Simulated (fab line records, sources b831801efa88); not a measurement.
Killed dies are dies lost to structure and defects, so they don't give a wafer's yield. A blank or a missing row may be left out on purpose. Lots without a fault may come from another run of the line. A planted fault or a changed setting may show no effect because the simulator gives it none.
A struck lot beside a sound one | flow sky130 | 15 steps out of a route of 708
Sound: wafers L773.1, L773.2, L773.5. Struck: wafers L776.2, L776.3, L776.5. The cause comes at the end.
At each step with rows: each side's tool, then ch and its chambers, then its first start. Under that, the readings that differ: sound wafers | struck wafers | difference of the means | sigmas: that difference in standard deviations of wafers without a fault.
alike: readings whose means differ by less than 2 such deviations, and words and numbers that are the same on both sides. not compared: withheld readings, readings that some wafer has no value for, bounds like >300 that may hide the same value, and numbers for which the record gives no deviation and whose values overlap.
The two part at a step that has a row with sigmas, a row that says differs or no value, or rows on one side only. Numbers that don't overlap but have no deviation are shown without sigmas and don't part them. A reading that every wafer of one side lacks parts them only if that side has two wafers or more.

first, 3 steps without rows for these wafers: SKY_SONOS_ONO_WET_ETCH_18 (etches Si3N4 in H3PO4, target depth 15 nm, time 172 s); SKY_GATE_OXIDE_CLEAN_00 (cleans in SC1/SC2, time 150 s); SKY_GATE_OXIDE_OXIDATION_01 (stabilise 600 s, purge 300 s, target thk 10.268 nm).
SKY_GATE_OXIDE_THK_MEAS_02:
  sound on film_metro-02, day 13 10:02; struck on film_metro-02, day 14 13:00
  alike: GATE_OXIDE_OXIDATION_00_THK
then, 7 steps without rows for these wafers: SKY_GATE_OXIDE_DEHYDRATE_03 (time 60 s); SKY_GATE_OXIDE_HMDS_04 (prime time 60 s); SKY_GATE_OXIDE_COAT_05 (resist thk 1140 nm); SKY_GATE_OXIDE_SOFTBAKE_06 (time 60 s); SKY_GATE_OXIDE_EXPOSE_07 (exposes mask LVOM, target cd 600 nm); SKY_GATE_OXIDE_PEB_08; SKY_GATE_OXIDE_DEVELOP_09 (develop time 60 s).
SKY_GATE_OXIDE_OVL_MEAS_10:
  sound on overlay-02, day 14 11:42; struck on overlay-02, day 15 16:25
  alike: GATE_OXIDE_OVL
SKY_GATE_OXIDE_IMPLANT_11:
  sound on implanter-01 ch 0, day 14 11:44; struck on implanter-01 ch 0, day 15 16:28
  reading                   | sound                 | struck               | difference | sigmas
  beam_energy_keV           | 10.0000 10.002 9.9993 | 10.868 10.863 10.867 | +0.866     | +99 or more
  model.implant.rp_nm (nm)  | 33.61 33.61 33.61     | 37.02 37.02 37.02    | +3.41      |
  model.implant.drp_nm (nm) | 17.11 17.11 17.11     | 18.14 18.14 18.14    | +1.03      |
then, 1 step without rows for these wafers: SKY_GATE_OXIDE_WET_ETCH_12 (etches SiO2 in dHF, target depth 16.8 nm, time 336 s).
-- the record jumps here: 31 days lie between the struck wafers' starts before and after (it left off in module GATE_OXIDE and takes up again in module PAD_OPEN, whose first step shown is number 708 of the route) --
SKY_PAD_OPEN_PROBE_99:
  sound on prober-02, day 45 20:04; struck on prober-01, day 46 17:26
  reading                                  | sound                   | struck                  | difference | sigmas
  model.etest.pfet_01v8_lvt.off_log10_a_um | -8.84 -8.772 -8.908     | -8.386 -8.376 -8.361    | +0.466     |
  model.etest.pfet_01v8_lvt.vt_sat_v (V)   | -0.4385 -0.4443 -0.4437 | -0.4225 -0.4175 -0.4226 | +0.0213    |
  alike: killed_at_M0_to_M3, killed_at_M4_up, killed_at_contacts, killed_at_front_end, killed_at_other, killed_dies, killed_open, killed_short

WHERE THEY PART
Only at SKY_GATE_OXIDE_IMPLANT_11, within this record. Later steps at which nothing parts them and some readings are alike: SKY_PAD_OPEN_PROBE_99.

WHY: what the simulator had put in
Process parameter drift: implanter-01, from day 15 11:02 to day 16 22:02, at SKY_GATE_OXIDE_IMPLANT_11. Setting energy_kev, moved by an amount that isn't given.
